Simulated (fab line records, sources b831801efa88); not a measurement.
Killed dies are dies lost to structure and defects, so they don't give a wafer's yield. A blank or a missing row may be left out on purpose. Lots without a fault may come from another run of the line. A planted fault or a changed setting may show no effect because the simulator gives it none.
Chamber matching | flow gf180mcu | GF_V5_CMP_04 on cmp-01: 4 sister chambers
The step polishes SiO2. 16 wafers are shown with their chamber, then 8 later ones without.

WAFERS WITH THEIR CHAMBER
wafer  | chamber | motor_current_A (A) | retaining_ring_pressure_frac
L605.3 | 3       | 11.3                | 1.001
L605.4 | 2       | 10.0                | 0.996
L605.5 | 2       | 10.0                | 0.990
L607.2 | 3       | 11.9                | 0.996
L607.4 | 0       | 13.1                | 1.002
L607.5 | 3       | 11.3                | 1.000
L608.2 | 2       | 9.8                 | 1.003
L608.3 | 0       | 12.8                | 0.998
L608.5 | 0       | 12.6                | 1.000
L610.2 | 1       | 12.4                | 0.996
L610.5 | 0       | 12.4                | 0.995
L610.6 | 3       | 11.5                | 0.991
L611.2 | 2       | 10.1                | 1.003
L611.3 | 1       | 11.6                | 1.010
L611.6 | 2       | 10.1                | 0.998
L614.1 | 0       | 13.1                | 0.997

SIGNATURES (means of the wafers above)
reading                      | chamber 0 | chamber 1 | chamber 2 | chamber 3 | scatter within a chamber
motor_current_A              | 12.800    | 12.000    | 10.000    | 11.500    | 0.289
retaining_ring_pressure_frac | 0.99840   | 1.00300   | 0.99800   | 0.99700   | 0.00506
Rule: a wafer's distance from a chamber is the root of the sum, over the readings, of the square of ((its reading less the chamber's mean) divided by the reading's scatter). The wafer belongs to the nearest chamber; if the next one is less than 2 further off, it can't be placed. The scatter: the root of (the sum of the squares of (reading less its chamber's mean) over the shown wafers, divided by (wafers less chambers)).

WAFERS WITHOUT THEIR CHAMBER
wafer  | motor_current_A (A) | retaining_ring_pressure_frac
L614.3 | 11.5                | 1.005
L614.6 | 11.7                | 1.002
L617.2 | 10.1                | 0.994
L617.5 | 11.6                | 0.996
L617.6 | 13.6                | 0.998
L618.2 | 12.2                | 0.999
L618.4 | 10.0                | 1.003
L618.5 | 10.0                | 1.003

WHICH CHAMBER EACH WENT THROUGH
wafer  | from the rows above          | in truth
L614.3 | can't be placed: 3 or 1      | 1
L614.6 | can't be placed: 1 or 3      | 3
L617.2 | 2                            | 2
L617.5 | can't be placed: 3 or 1      | 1
L617.6 | 0                            | 0
L618.2 | can't be placed: 1 or 0 or 3 | 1
L618.4 | 2                            | 2
L618.5 | 2                            | 2
Placed correctly: 4 of 8. Can't be placed from these rows: 4 (the true chamber is among the candidates in 4). Placed wrongly: 0.
